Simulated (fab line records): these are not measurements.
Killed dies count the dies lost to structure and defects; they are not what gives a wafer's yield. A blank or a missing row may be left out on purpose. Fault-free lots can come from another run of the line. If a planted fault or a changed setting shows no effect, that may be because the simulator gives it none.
Which tool was responsible? ; flow sky130 ; at 1 step of a route of 708, 6 lots with 18 wafers sampled

== WHAT THE GAUGES READ, wafer by wafer ==
SKY_VT_ADJUST_PCH_OVL_MEAS_07.
lot;measured;on;VT_ADJUST_PCH_OVL (nm)
L860;day 10 17:14;overlay-02;0.0 1.3 -1.6
L864;day 12 03:31;overlay-01;-1.1 -2.6 -2.0
L871;day 14 09:37;overlay-02;-1.9 -1.7 -1.8
L874;day 15 09:35;overlay-02;-4.8 -5.3 -3.8
L877;day 16 05:41;overlay-01;-2.6 -0.7 -0.7
L882;day 18 08:46;overlay-02;-3.3 -1.1 -1.5

== EACH LOT AND THE TOOL THAT RAN IT (in order: tool; ch and the chambers of the sampled wafers; start) ==
No process step before these readings appears in the record.

== THE ANSWER, worked out from the rows above alone ==
Rule: what is usual is taken from the lots themselves. Put in order of their means at a reading, lots are off if they are a third of the lots or fewer, leave a main group of 4 or more, and stand apart from it by a gap of 3 or more times the standard deviation of the main group's means; of several such gaps the widest counts. Not used: any main group whose means are identical at the precision the tables above print for the reading. A lot without any number at a reading at which 4 lots or more have one is off too. The other lots that the step has rows for count as sound.
Off: L874, seen at SKY_VT_ADJUST_PCH_OVL_MEAS_07 (VT_ADJUST_PCH_OVL). The main group has a mean of -1.4 nm with a standard deviation of 0.7.
A tool fits if, at a process step before that reading, it ran every lot that is off, and no sound lot after the first of them. The gauges at SKY_VT_ADJUST_PCH_OVL_MEAS_07 are tried like those tools. No candidate that was tried fits.

== WHAT THE SIMULATOR PUT IN ==
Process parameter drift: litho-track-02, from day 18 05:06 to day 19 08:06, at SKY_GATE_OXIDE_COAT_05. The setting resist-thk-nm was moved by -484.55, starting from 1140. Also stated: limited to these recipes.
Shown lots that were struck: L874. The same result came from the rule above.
